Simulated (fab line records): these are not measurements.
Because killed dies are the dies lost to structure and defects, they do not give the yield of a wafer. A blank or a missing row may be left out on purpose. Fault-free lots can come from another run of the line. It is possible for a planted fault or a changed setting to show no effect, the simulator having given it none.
Which tool was responsible? / flow gf180mcu / at 1 step of a route of 602, 11 lots with 33 wafers sampled

== WHAT THE GAUGES READ, wafer by wafer ==
GF_V4_CD_MEAS_14 targets a cd of 260 nm.
lot=L870; measured=day 24 12:58; on=cdSem-01; cdNm (nm)=260.0 259.5 259.4
lot=L871; measured=day 24 19:29; on=cdSem-01; cdNm (nm)=260.6 260.5 260.2
lot=L872; measured=day 25 09:10; on=cdSem-01; cdNm (nm)=261.6 260.8 260.0
lot=L876; measured=day 26 14:07; on=cdSem-02; cdNm (nm)=258.7 259.2 257.8
lot=L877; measured=day 27 05:10; on=cdSem-01; cdNm (nm)=261.0 258.9 259.5
lot=L880; measured=day 28 06:24; on=cdSem-02; cdNm (nm)=261.4 260.7 261.7
lot=L887; measured=day 30 02:39; on=cdSem-02; cdNm (nm)=260.3 259.2 259.8
lot=L889; measured=day 30 10:42; on=cdSem-02; cdNm (nm)=259.6 258.2 258.9
lot=L890; measured=day 30 17:23; on=cdSem-01; cdNm (nm)=261.1 258.9 260.1
lot=L891; measured=day 31 00:18; on=cdSem-02; cdNm (nm)=260.0 261.0 260.6
lot=L892; measured=day 31 04:35; on=cdSem-02; cdNm (nm)=261.2 262.1 260.7

== WHAT TOOL EACH LOT RAN ON (gives the tool, then ch and the chambers of the sampled wafers, and finally the start) ==
No process step before these readings appears in the record.

== WHAT THE TOOLS THEMSELVES READ (means of the sampled wafers that have a number; where no wafer has one, the mark that the record gives instead) ==
The record holds no such reading with a usual standard deviation.

== THE ANSWER, worked out from the rows above alone ==
Rule: usual is defined by the lots themselves. Put in order of their means at a reading, lots are off if they are a third of the lots or fewer, leave a main group of 4 or more, and stand apart from it by a gap of 3 or more times the standard deviation of the main group's means; of several such gaps the widest counts. If all means in a main group match to the digits the tables above print for the reading, that group is not used. Also off: a lot with no number at a reading for which 4 or more lots have one. All remaining lots with rows at the step are treated as sound. Order of review: gauges by route order, followed by the tools' own readings, for which a lot's mean as printed above is used. The first step at which some lot is off is used, and at that step the reading that is off furthest; a lot without a number counts as furthest.
None of the lots is off at any reading shown; this tells nothing.

== WHAT WAS PUT IN BY THE SIMULATOR ==
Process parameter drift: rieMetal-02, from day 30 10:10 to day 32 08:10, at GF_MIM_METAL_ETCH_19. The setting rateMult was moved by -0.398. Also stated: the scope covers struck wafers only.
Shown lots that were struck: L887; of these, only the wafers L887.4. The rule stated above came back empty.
